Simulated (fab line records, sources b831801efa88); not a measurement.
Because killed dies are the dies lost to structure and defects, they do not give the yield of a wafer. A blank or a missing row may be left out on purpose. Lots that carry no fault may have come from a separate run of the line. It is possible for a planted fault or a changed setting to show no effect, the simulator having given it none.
fab line records | flow sky130 | part 2 of 2: steps 28 to 37 of 37
[record] lots = 5 | wafers = 15 | last_day = 50
route steps=708 shown POLY_GATE@222 LDD_N@237 LDD_P@255
lots with no fault: from the same line, run without faults
start_h: hours from the record's opening day to when the first of the lot's shown wafers began | wait_h: hours from the lot's prior step to this one | " the same as in the row above | L1.1+2: a single row standing in for several wafers | - either no value or no given start | * or withheld: withheld | < > ~ a bound
route shown NAME@n: names a module that has steps shown in the file, with the first one's number in the route | usual: average and standard deviation across the fault-free wafers | same: alike in all rows | chamber/n: place in a boat | sites: readings site by site | _std_site: their standard deviation | _edge_site: inner sites' mean taken away from outer sites' mean | radius_mm: how far each site lies from the wafer's centre | mask NAME#n: copy n | behind: the most recent tool/chamber to have shaped the wafer | hold: why the lot was held/for how many hours/how that ended | device: names the non-switching transistor (n, p or np) | end of line: the route-end tests of the same wafers | a step without rows: its recipe alone | killed: at the first sort, the dies lost to defects and structure; wafer yield is something else | map: per-die view of a wafer (x killed, . not killed, _ where there is no die)
set.NAME: the setting as run; set.NAME@STEP: as run at that earlier step | model.NAME: the simulator's own value behind a step, which no gauge read
certain route steps with their lots: each step a table, each wafer a row
services: a tool's chamber out of use, with start hour (start_h, from the record's first day; less than 0 if before it), hours out, and reason
[[steps]]
[step SKY_LDD_N_IMPLANT_12]
[recipe] species = BF2 | energy_kev = 50 | dose_cm2 = 5e+12 | tilt_deg = 30 | rotation_deg = 0
[usual] beam_on_s = 10.00/0.19 | rotation_deg = 0.000/0.02
lot.wafer | tool         | chamber | start_h | wait_h | beam_on_s | rotation_deg
L074.1    | implanter-03 | 0       | 386.95  | 0.1    | 9.81      | -0.011
L074.5    | "            | 0       | "       | "      | 9.75      | -0.004
L074.6    | "            | 0       | "       | "      | 10.07     | -0.049
L075.1    | implanter-03 | 0       | 404.55  | 0.1    | 9.90      | 0.023
L075.4    | "            | 0       | "       | "      | 9.66      | -0.017
L075.5    | "            | 0       | "       | "      | 10.14     | -0.005
L089.1    | implanter-02 | 0       | 538.50  | 0.1    | 9.91      | -0.008
L089.3    | "            | 0       | "       | "      | 9.96      | 0.007
L089.4    | "            | 0       | "       | "      | 10.25     | 0.007
L090.3    | implanter-02 | 0       | 541.34  | 0.1    | 9.75      | 0.011
L090.4    | "            | 0       | "       | "      | 10.36     | 0.006
L090.5    | "            | 0       | "       | "      | 9.54      | -0.033
L097.1    | implanter-04 | 0       | 599.00  | 0.1    | 9.86      | 0.014
L097.5    | "            | 0       | "       | "      | 9.95      | 0.018
L097.6    | "            | 0       | "       | "      | 9.79      | 0.004
[step SKY_LDD_N_IMPLANT_13]
[recipe] species = BF2 | energy_kev = 50 | dose_cm2 = 5e+12 | tilt_deg = 30 | rotation_deg = 90
[usual] beam_on_s = 9.99/0.2 | rotation_deg = 89.999/0.024
lot.wafer | tool         | chamber | start_h | wait_h | beam_on_s | rotation_deg
L074.1    | implanter-03 | 0       | 387.10  | 0.1    | 9.49      | 90.017
L074.5    | "            | 0       | "       | "      | 9.56      | 89.965
L074.6    | "            | 0       | "       | "      | 10.03     | 89.978
L075.1    | implanter-03 | 0       | 404.70  | 0.1    | 9.79      | 89.975
L075.4    | "            | 0       | "       | "      | 9.94      | 90.000
L075.5    | "            | 0       | "       | "      | 9.89      | 89.972
L089.1    | implanter-02 | 0       | 538.65  | 0.1    | 10.31     | 89.972
L089.3    | "            | 0       | "       | "      | 9.98      | 90.005
L089.4    | "            | 0       | "       | "      | 10.17     | 89.992
L090.3    | implanter-02 | 0       | 541.49  | 0.1    | 9.77      | 89.982
L090.4    | "            | 0       | "       | "      | 9.83      | 89.991
L090.5    | "            | 0       | "       | "      | 10.34     | 90.002
L097.1    | implanter-04 | 0       | 599.15  | 0.1    | 9.92      | 89.985
L097.5    | "            | 0       | "       | "      | 9.47      | 89.990
L097.6    | "            | 0       | "       | "      | 10.12     | 89.986
[step SKY_LDD_N_IMPLANT_14]
[recipe] species = BF2 | energy_kev = 50 | dose_cm2 = 5e+12 | tilt_deg = 30 | rotation_deg = 180
[usual] beam_on_s = 10.01/0.2 | rotation_deg = 180.00/0.037
lot.wafer | tool         | chamber | start_h | wait_h | beam_on_s | rotation_deg
L074.1    | implanter-03 | 0       | 387.25  | 0.1    | 9.94      | 179.99
L074.5    | "            | 0       | "       | "      | 10.22     | 179.95
L074.6    | "            | 0       | "       | "      | 10.03     | 180.05
L075.1    | implanter-03 | 0       | 404.85  | 0.1    | 10.10     | 179.96
L075.4    | "            | 0       | "       | "      | 10.00     | 180.02
L075.5    | "            | 0       | "       | "      | 10.17     | 180.02
L089.1    | implanter-02 | 0       | 538.80  | 0.1    | 10.16     | 179.99
L089.3    | "            | 0       | "       | "      | 10.00     | 180.04
L089.4    | "            | 0       | "       | "      | 10.26     | 180.01
L090.3    | implanter-02 | 0       | 541.64  | 0.1    | 9.99      | 179.94
L090.4    | "            | 0       | "       | "      | 9.64      | 179.94
L090.5    | "            | 0       | "       | "      | 10.02     | 179.93
L097.1    | implanter-04 | 0       | 599.30  | 0.1    | 10.35     | 180.01
L097.5    | "            | 0       | "       | "      | 10.19     | 180.05
L097.6    | "            | 0       | "       | "      | 9.68      | 180.06
[step SKY_LDD_N_IMPLANT_15]
[recipe] species = BF2 | energy_kev = 50 | dose_cm2 = 5e+12 | tilt_deg = 30 | rotation_deg = 270
[usual] beam_on_s = 9.99/0.18 | rotation_deg = 270.00/0.051
lot.wafer | tool         | chamber | start_h | wait_h | beam_on_s | rotation_deg
L074.1    | implanter-03 | 0       | 387.40  | 0.1    | 9.97      | 270.02
L074.5    | "            | 0       | "       | "      | 9.50      | 269.92
L074.6    | "            | 0       | "       | "      | 10.14     | 269.99
L075.1    | implanter-03 | 0       | 405.00  | 0.1    | 9.96      | 270.15
L075.4    | "            | 0       | "       | "      | 9.95      | 269.95
L075.5    | "            | 0       | "       | "      | 10.08     | 270.02
L089.1    | implanter-02 | 0       | 538.95  | 0.1    | 10.07     | 270.05
L089.3    | "            | 0       | "       | "      | 9.84      | 270.03
L089.4    | "            | 0       | "       | "      | 10.17     | 269.94
L090.3    | implanter-02 | 0       | 541.79  | 0.1    | 10.07     | 270.02
L090.4    | "            | 0       | "       | "      | 10.02     | 270.06
L090.5    | "            | 0       | "       | "      | 10.11     | 270.00
L097.1    | implanter-04 | 0       | 599.45  | 0.1    | 10.16     | 269.99
L097.5    | "            | 0       | "       | "      | 10.24     | 270.01
L097.6    | "            | 0       | "       | "      | 10.00     | 270.01
[step SKY_LDD_N_STRIP_16]
[recipe] chemistry = O2/N2 | power_w = 1400 | pressure_mtorr = 1500 | platen_temp_c = withheld | o2_flow_sccm = 3000 | n2_flow_sccm = 300 | overash_fraction = 0.5
[usual] drypump_motor_current_A = 5.7/0.5 | oes_product_au = 0.406/0.0046 | strip_time_to_endpoint_s = 4.317/0.014
lot.wafer | tool            | chamber | start_h | wait_h | drypump_motor_current_A | oes_product_au | rf_hours_counter_h | strip_time_to_endpoint_s
L074.1    | plasma_asher-03 | 0       | 387.55  | 0.1    | 6.2                     | 0.411          | 70                 | 4.324
L074.5    | "               | 1       | "       | "      | 6.2                     | 0.400          | -                  | 4.321
L074.6    | "               | 0       | "       | "      | 6.2                     | 0.404          | -                  | 4.308
L075.1    | plasma_asher-01 | 1       | 405.15  | 0.1    | 4.9                     | 0.397          | 28                 | 4.310
L075.4    | "               | 1       | "       | "      | 4.9                     | 0.405          | -                  | 4.322
L075.5    | "               | 1       | "       | "      | 4.9                     | 0.416          | -                  | 4.333
L089.1    | plasma_asher-03 | 0       | 539.10  | 0.1    | 6.1                     | 0.397          | 89                 | 4.302
L089.3    | "               | 0       | "       | "      | 6.1                     | 0.410          | -                  | 4.308
L089.4    | "               | 1       | "       | "      | 6.2                     | 0.405          | -                  | 4.301
L090.3    | plasma_asher-01 | 0       | 541.93  | 0.1    | 5.8                     | 0.412          | -                  | 4.317
L090.4    | "               | 1       | "       | "      | 4.9                     | 0.404          | -                  | 4.288
L090.5    | "               | 0       | "       | "      | 5.8                     | 0.404          | -                  | 4.301
L097.1    | plasma_asher-01 | 0       | 599.60  | 0.1    | 5.8                     | 0.407          | 52                 | 4.295
L097.5    | "               | 1       | "       | "      | 4.9                     | 0.399          | -                  | 4.306
L097.6    | "               | 0       | "       | "      | 5.8                     | 0.411          | -                  | 4.313
[step SKY_LDD_N_TW_MEAS_17]
[usual] LDD_N_TW = 2593/11
lot.wafer | tool          | chamber | start_h | wait_h | LDD_N_TW
L074.1    | film_metro-03 | -       | 387.65  | 0.1    | 2592
L074.5    | "             | -       | "       | "      | 2585
L074.6    | "             | -       | "       | "      | 2593
L075.1    | film_metro-01 | -       | 405.25  | 0.1    | 2593
L075.4    | "             | -       | "       | "      | 2579
L075.5    | "             | -       | "       | "      | 2577
L089.1    | film_metro-02 | -       | 539.20  | 0.1    | 2596
L089.3    | "             | -       | "       | "      | 2599
L089.4    | "             | -       | "       | "      | 2612
L090.3    | film_metro-02 | -       | 542.01  | 0.1    | 2603
L090.4    | "             | -       | "       | "      | 2587
L090.5    | "             | -       | "       | "      | 2592
L097.1    | film_metro-01 | -       | 599.70  | 0.1    | 2594
L097.5    | "             | -       | "       | "      | 2589
L097.6    | "             | -       | "       | "      | 2603
[step SKY_LDD_P_DEHYDRATE_00]
[recipe] temp_c = 200 | time_s = 60
lot.wafer  | tool           | chamber | start_h | wait_h
L074.1+5+6 | litho_track-01 | 0       | 402.17  | 14.5
L075.1+4+5 | litho_track-01 | 0       | 419.61  | 14.4
L089.1+3+4 | litho_track-04 | 0       | 553.22  | 14.0
L090.3+4+5 | litho_track-02 | 0       | 556.11  | 14.1
L097.1+5+6 | litho_track-01 | 0       | 613.66  | 14.0
[step SKY_LDD_P_HMDS_01]
[recipe] prime_time_s = 60 | prime_temp_c = 120
lot.wafer  | tool           | chamber | start_h | wait_h
L074.1+5+6 | litho_track-01 | 0       | 402.32  | 0.1
L075.1+4+5 | litho_track-01 | 0       | 419.76  | 0.1
L089.1+3+4 | litho_track-04 | 0       | 553.37  | 0.1
L090.3+4+5 | litho_track-02 | 0       | 556.26  | 0.1
L097.1+5+6 | litho_track-01 | 0       | 613.81  | 0.1
[step SKY_LDD_P_COAT_02]
[recipe] resist = NOVOLAK | spin_rpm = 3000 | resist_thk_nm = 1140
[usual] dispense_pressure_kPa = 55.8/1.2
lot.wafer | tool           | chamber | start_h | wait_h | dispense_pressure_kPa
L074.1    | litho_track-01 | 0       | 402.47  | 0.1    | 54.6
L074.5    | "              | 0       | "       | "      | 54.6
L074.6    | "              | 0       | "       | "      | 54.6
L075.1    | litho_track-01 | 0       | 419.91  | 0.1    | 54.5
L075.4    | "              | 0       | "       | "      | 54.5
L075.5    | "              | 0       | "       | "      | 54.5
L089.1    | litho_track-04 | 0       | 553.52  | 0.1    | 56.1
L089.3    | "              | 0       | "       | "      | 56.0
L089.4    | "              | 0       | "       | "      | 56.0
L090.3    | litho_track-02 | 0       | 556.41  | 0.1    | 57.4
L090.4    | "              | 0       | "       | "      | 57.4
L090.5    | "              | 0       | "       | "      | 57.4
L097.1    | litho_track-01 | 0       | 613.96  | 0.1    | 54.5
L097.5    | "              | 0       | "       | "      | 54.5
L097.6    | "              | 0       | "       | "      | 54.5
[step SKY_LDD_P_SOFTBAKE_03]
[recipe] temp_c = 90 | time_s = 60 | resist = NOVOLAK
lot.wafer  | tool           | chamber | start_h | wait_h
L074.1+5+6 | litho_track-01 | 0       | 402.62  | 0.1
L075.1+4+5 | litho_track-01 | 0       | 420.06  | 0.1
L089.1+3+4 | litho_track-04 | 0       | 553.67  | 0.1
L090.3+4+5 | litho_track-02 | 0       | 556.56  | 0.1
L097.1+5+6 | litho_track-01 | 0       | 614.11  | 0.1
[[services]]
tool             | chamber | start_h | hours | kind
rie_diel-02      | 3       | 322.65  | 4.2   | repair
rie_diel-02      | 3       | 332.59  | 1.3   | repair
krf_scanner-02   | -       | 340.31  | 7.2   | pm
krf_scanner-02   | -       | 352.51  | 0.8   | repair
implanter-04     | -       | 364.19  | 2.5   | repair
implanter-03     | -       | 368.64  | 1.1   | repair
implanter-02     | -       | 373.86  | 8.3   | repair
rie_diel-02      | 2       | 382.81  | 4.2   | repair
krf_scanner-02   | -       | 387.25  | 1.3   | pm
krf_scanner-02   | -       | 394.02  | 1.6   | repair
implanter-03     | -       | 397.75  | 0.7   | repair
iline_stepper-02 | -       | 398.29  | 1.7   | pm
implanter-03     | -       | 405.84  | 2.9   | pm
krf_scanner-02   | -       | 406.60  | 1.0   | pm
krf_scanner-02   | -       | 408.60  | 0.8   | pm
rie_diel-02      | 0       | 439.47  | 4.1   | repair
furnace-02       | -       | 441.94  | 3.1   | pm
furnace-02       | -       | 445.08  | 3.8   | pm
implanter-02     | -       | 455.24  | 3.4   | repair
implanter-03     | -       | 459.80  | 2.9   | pm
implanter-04     | -       | 522.45  | 1.9   | repair
implanter-03     | -       | 538.70  | 3.5   | pm
implanter-02     | -       | 578.53  | 4.3   | pm
furnace-02       | -       | 611.84  | 3.2   | pm
